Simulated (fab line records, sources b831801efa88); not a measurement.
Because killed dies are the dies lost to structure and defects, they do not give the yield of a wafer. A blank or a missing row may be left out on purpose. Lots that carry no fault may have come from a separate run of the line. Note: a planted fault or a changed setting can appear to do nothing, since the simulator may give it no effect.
8D (eight disciplines) problem report, filled in by code / flow sky130 / the parts of the form that need people (team, actions taken, sign-off) are left out

== 1. THE PROBLEM ==
developer-temp-C at SKY_LDD_P_DEVELOP_06 reads a mean of 25.32 C on 6 wafers of 2 lots; wafers without a fault read 23.00 C with a standard deviation of 0.12. That puts it +19 standard deviations away from the usual mean.
The step: develop time 60 s.
Earliest sighting: wafer L394.2 on litho-track-01 at day 19 08:26. Wafers with a number at this step in the record: 36, from 12 lots. Rule for "out" (also "out of limits"): further than 4 standard deviations from the usual mean. All remaining wafers that have a number are taken as sound.

== 2. WHAT IT IS, AND WHAT IT ISN'T ==
question=which readings at this step | is=developer-temp-C | is not=-
question=which lots | is=L394, L395 | is not=L385, L386, L387, L388, L392, L398, L399, L403, L404, L405
question=which wafers of those lots | is=all that have a number | is not=-
question=read on which tools | is=litho-track-01 | is not=litho-track-02, litho-track-03
question=when | is=from day 19 08:26 | is not=up to then (15 sound wafers); but 15 sound wafers of L398, L399, L403, L404, L405 came after

== 3. WHAT RULES OUT EACH SUSPECT ==
Counting: a tool at any process step up to the reading remains a suspect when it ran all the lots that are out and ran no sound lot after the first of those.
- litho-track-01 at SKY_LDD_P_DEVELOP_06 (develop time 60 s): kept. It ran every lot that is out, first L394 (day 19 08:26), and no sound lot after that; its last sound lot up to then is L386 (day 16 08:10). Its own developer-temp-C readings are out on those wafers.
Left after counting: litho-track-01 at SKY_LDD_P_DEVELOP_06.

== 4. THE CAUSE (what the simulator had put in) ==
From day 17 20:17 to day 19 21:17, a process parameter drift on litho-track-01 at SKY_LDD_P_DEVELOP_06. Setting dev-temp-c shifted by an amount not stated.
Only this tool survived the counting.

== 5. THE EFFECT CHAIN, in route order ==
Rows list readings where the struck wafers' mean (over those with a number) sits beyond 3 standard deviations from the usual. Readings are gone through only where the record gives a usual standard deviation; hours: the median, over the lots, of the time from a lot's start at the first step in this table giving one to that lot's start at this step; sigmas: the change measured in usual standard deviations.
hours=0; step=SKY_LDD_P_DEVELOP_06; reading=developer-temp-C; usual=23.00 C; on struck wafers=25.32; change=+2.32; sigmas=+19
hours=0; step=SKY_LDD_P_CD_MEAS_07; reading=cd-nm; usual=380.6 nm; on struck wafers=374.0; change=-6.6; sigmas=-3.0
The process steps in it:
- SKY_LDD_P_DEVELOP_06: develop time 60 s.
Later measuring or inspecting steps at which every struck wafer that the step has a row for has a number for every such reading, and none has moved that far: SKY_LDD_P_TW_MEAS_11.

== 6. HOW IT WOULD HAVE BEEN CAUGHT EARLIER ==
First out-of-limits reading in this record: day 19 08:26, which is 36 hours after fault onset at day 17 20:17.
